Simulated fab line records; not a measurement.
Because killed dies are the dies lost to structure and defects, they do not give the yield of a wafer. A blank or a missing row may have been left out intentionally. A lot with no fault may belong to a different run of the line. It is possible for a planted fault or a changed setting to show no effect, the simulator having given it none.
Struck lot and sound lot, side by side    flow sky130    35 steps out of a route of 708
Sound: the wafers L525.1, L525.4, L525.6. Wafers L523.1, L523.2, L523.3 were the ones struck. The cause comes at the end.
Per side, at each step with rows, come the tool, then ch with its chambers, and then its first start. Under that, the readings that differ: sound wafers    struck wafers    difference of the means    sigmas: that difference in standard deviations of wafers without a fault.
alike: readings with means less than 2 such deviations apart, plus words and numbers identical on both sides. not compared: withheld readings, readings lacking a value on some wafer, bounds such as >300 that could conceal the same value, and numbers that have no deviation in the record and whose values overlap.
A row with sigmas, a row that says differs or no value, or rows on one side alone: a step with any of these is where the two part. Non-overlapping numbers with no deviation appear without sigmas and do not part them. Lack of a reading on every wafer of one side parts them only where that side has two or more wafers.

first, 10 steps without rows for these wafers: SKY_POLY_CUT_ETCH_10 (etches BARC in N2/H2, stops on SiO2, time 45.9 s, target depth 60 nm); SKY_POLY_CUT_ETCH_11 (etches Si3N4 in CF4/CH2F2/Ar, stops on poly-Si, time 42.5 s, target depth 60 nm); SKY_POLY_CUT_STRIP_12 (strips in O2/N2); SKY_SD_P_DEHYDRATE_00 (time 60 s); SKY_SD_P_HMDS_01 (prime time 60 s); SKY_SD_P_COAT_02 (resist thk 1140 nm); SKY_SD_P_SOFTBAKE_03 (time 60 s); SKY_SD_P_EXPOSE_04 (exposes mask PSDM, target cd 380 nm); SKY_SD_P_PEB_05; SKY_SD_P_DEVELOP_06 (develop time 60 s).
SKY_SD_P_IMPLANT_09:
  sound on implanter-02 ch 0, day 32 15:35; struck on implanter-01 ch 0, day 32 12:10
reading                   sound                 struck                difference  sigmas
beamEnergyKeV             19.994 19.998 19.997  19.442 19.434 19.452  -0.554      -91
model.implant.drpNm (nm)  9.746 9.746 9.746     9.553 9.553 9.553     -0.193      
then, 22 steps without rows for these wafers: SKY_SD_P_STRIP_10 (strips in O2/N2); SKY_RES_XHIGH_DEHYDRATE_00 (time 60 s); SKY_RES_XHIGH_HMDS_01 (prime time 60 s); SKY_RES_XHIGH_COAT_02 (resist thk 1140 nm); SKY_RES_XHIGH_SOFTBAKE_03 (time 60 s); SKY_RES_XHIGH_EXPOSE_04 (exposes mask URPM, target cd 1270 nm); SKY_RES_XHIGH_PEB_05; SKY_RES_XHIGH_DEVELOP_06 (develop time 60 s); SKY_RES_XHIGH_IMPLANT_07; SKY_RES_XHIGH_STRIP_08 (strips in O2/N2); SKY_SD_N_DEHYDRATE_00 (time 60 s); SKY_SD_N_HMDS_01 (prime time 60 s); SKY_SD_N_COAT_02 (resist thk 1140 nm); SKY_SD_N_SOFTBAKE_03 (time 60 s); SKY_SD_N_EXPOSE_04 (exposes mask NSDM, target cd 380 nm); SKY_SD_N_PEB_05; SKY_SD_N_DEVELOP_06 (develop time 60 s); SKY_SD_N_IMPLANT_09; SKY_SD_N_IMPLANT_10; SKY_SD_N_STRIP_11 (strips in O2/N2); SKY_SD_N_CLEAN_13 (cleans in SC1/SC2, time 150 s); SKY_SD_N_RTA_14 (time 2 s).
-- the record jumps here: 2 days lie between the struck wafers' starts before and after --
SKY_SD_N_RS_MEAS_17: measures by four-point-probe.
  struck on filmMetro-01, day 34 19:38; sound on filmMetro-01, day 34 22:19
reading           sound              struck             difference  sigmas
SD_P_RS (ohm/sq)  147.8 147.4 147.3  149.4 149.0 149.2  +1.7        +5
  not compared: hold
SKY_SD_N_RS_MEAS_18: measures by four-point-probe.
  struck on filmMetro-01, day 35 00:11; sound on filmMetro-01, day 34 22:26
reading  sound  struck                                                                   difference                    sigmas
hold     - - -  awaitDispo/4.4h/release awaitDispo/4.4h/release awaitDispo/4.4h/release  no value on the sound wafers  
  alike: RES_XHIGH_RS

WHERE THEY PART
Earliest at SKY_SD_P_IMPLANT_09; latest, in this record, at SKY_SD_N_RS_MEAS_18.

WHY: what the simulator had put in
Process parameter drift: implanter-01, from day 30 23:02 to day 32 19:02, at SKY_SD_P_IMPLANT_09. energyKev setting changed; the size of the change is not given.
